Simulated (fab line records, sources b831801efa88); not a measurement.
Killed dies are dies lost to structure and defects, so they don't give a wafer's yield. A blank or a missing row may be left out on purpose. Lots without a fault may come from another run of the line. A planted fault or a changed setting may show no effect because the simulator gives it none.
A struck lot beside a sound one | flow sky130 | 15 steps out of a route of 708
Sound: wafers L408.1, L408.2, L408.4. Struck: wafers L401.3, L401.5, L401.6. The cause comes at the end.
At each step with rows: each side's tool, then ch and its chambers, then its first start. Under that, the readings that differ: sound wafers | struck wafers | difference of the means | sigmas: that difference in standard deviations of wafers without a fault.
alike: readings whose means differ by less than 2 such deviations, and words and numbers that are the same on both sides. not compared: withheld readings, readings that some wafer has no value for, bounds like >300 that may hide the same value, and numbers for which the record gives no deviation and whose values overlap.
The two part at a step that has a row with sigmas, a row that says differs or no value, or rows on one side only. Numbers that don't overlap but have no deviation are shown without sigmas and don't part them. A reading that every wafer of one side lacks parts them only if that side has two wafers or more.

first, 1 step without rows for these wafers: SKY_METAL5_CLEAN_19 (cleans in O3/DIW).
SKY_PASSIVATION_CVD_00: deposits SiO2, target thk 90 nm.
  sound on pecvd-02 ch 1,2, day 48 21:29; struck on pecvd-01 ch 0,1, day 47 04:22
  alike: heater_power_w
SKY_PASSIVATION_THK_MEAS_01:
  sound on film_metro-03, day 48 21:30; struck on film_metro-01, day 47 04:25
  alike: PASSIVATION_CVD_00_THK
SKY_PASSIVATION_CVD_02: deposits Si3N4, target thk 540 nm.
  sound on pecvd-03 ch 0,1, day 48 21:34; struck on pecvd-03 ch 0,2, day 47 04:27
  alike: heater_power_w
SKY_PASSIVATION_THK_MEAS_03:
  sound on film_metro-03, day 48 21:47; struck on film_metro-03, day 47 04:42
  alike: PASSIVATION_CVD_02_THK
then, 7 steps without rows for these wafers: SKY_PASSIVATION_DEHYDRATE_04 (time 60 s); SKY_PASSIVATION_HMDS_05 (prime time 60 s); SKY_PASSIVATION_COAT_06 (resist thk 3000 nm); SKY_PASSIVATION_SOFTBAKE_07; SKY_PASSIVATION_EXPOSE_08 (exposes mask NSM, target cd 3000 nm); SKY_PASSIVATION_PEB_09; SKY_PASSIVATION_DEVELOP_10 (develop time 60 s).
SKY_PASSIVATION_ETCH_11: etches the open film in CF4/O2, stops on AlCu, target depth 725 nm, time 161.1 s.
  sound on rie_diel-03 ch 0,1,3, day 49 15:16; struck on rie_diel-04 ch 2,3, day 47 23:49
  reading                                       | sound             | struck            | difference | sigmas
  oes_product_au (a.u.)                         | 0.974 0.971 0.981 | 0.917 0.911 0.911 | -0.062     | -9
  rf_fwd_power_W (W)                            | 797.6 797.8 794.3 | 661.6 664.5 667.1 | -132.2     | -51
  model.PASSIVATION.feature_depth_nm (nm)       | 699 700.4 709.4   | 621.6 620.5 627.4 | -79.8      |
  model.etch.depth_nm (nm)                      | 699 700.4 709.4   | 621.6 620.5 627.4 | -79.8      |
  model.coat_of_PASSIVATION_COAT_06.thk_nm (nm) | 2530 2534 2516    | 2584 2581 2582    | +56        |
  alike: O2_flow_sccm, drypump_motor_current_A, throttle_valve_pct
  not compared: rf_hours_counter_h
SKY_PASSIVATION_STRIP_12: strips in O2/N2.
  sound on plasma_asher-01 ch 0,1, day 49 15:23; struck on plasma_asher-04 ch 0,1, day 47 23:58
  reading                      | sound             | struck            | difference | sigmas
  strip_time_to_endpoint_s (s) | 31.69 31.74 31.52 | 32.29 32.25 32.24 | +0.61      | +5
  alike: drypump_motor_current_A, oes_product_au
  not compared: rf_hours_counter_h
SKY_PAD_OPEN_PROBE_99:
  sound on prober-01, day 50 10:20; struck on prober-01, day 48 20:37
  reading                  | sound          | struck         | difference | sigmas
  defect_limited_yield (%) | 82.7 81.9 81.7 | 0 0 0          | -82        | -43
  killed_at_other          | 0 0 0          | 403 397 410    | +403       | +99 or more
  killed_dies              | 85 89 90       | 492 492 492    | +404       | +44
  killed_on_rim            | 19 17 17       | 96 96 96       | +78        | +21
  sort_bin_5_function (%)  | 10.0 9.6 9.8   | 94.9 91.5 93.3 | +83.4      | +56
  sort_n_pass              | 407 403 402    | 0 0 0          | -404       | -44
  sort_yield_pct (%)       | 82.7 81.9 81.7 | 0 0 0          | -82        | -43
  alike: killed_at_M0_to_M3, killed_at_M4_up, killed_at_contacts, killed_at_front_end, killed_open, killed_short, sort_bin_3_pad_short, sort_bin_6_memory

WHERE THEY PART
First at SKY_PASSIVATION_ETCH_11; last, within this record, at SKY_PAD_OPEN_PROBE_99.

WHY: what the simulator had put in
Process parameter drift: rie_diel-04, from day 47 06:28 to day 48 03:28, at SKY_PASSIVATION_ETCH_11. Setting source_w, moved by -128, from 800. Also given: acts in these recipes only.
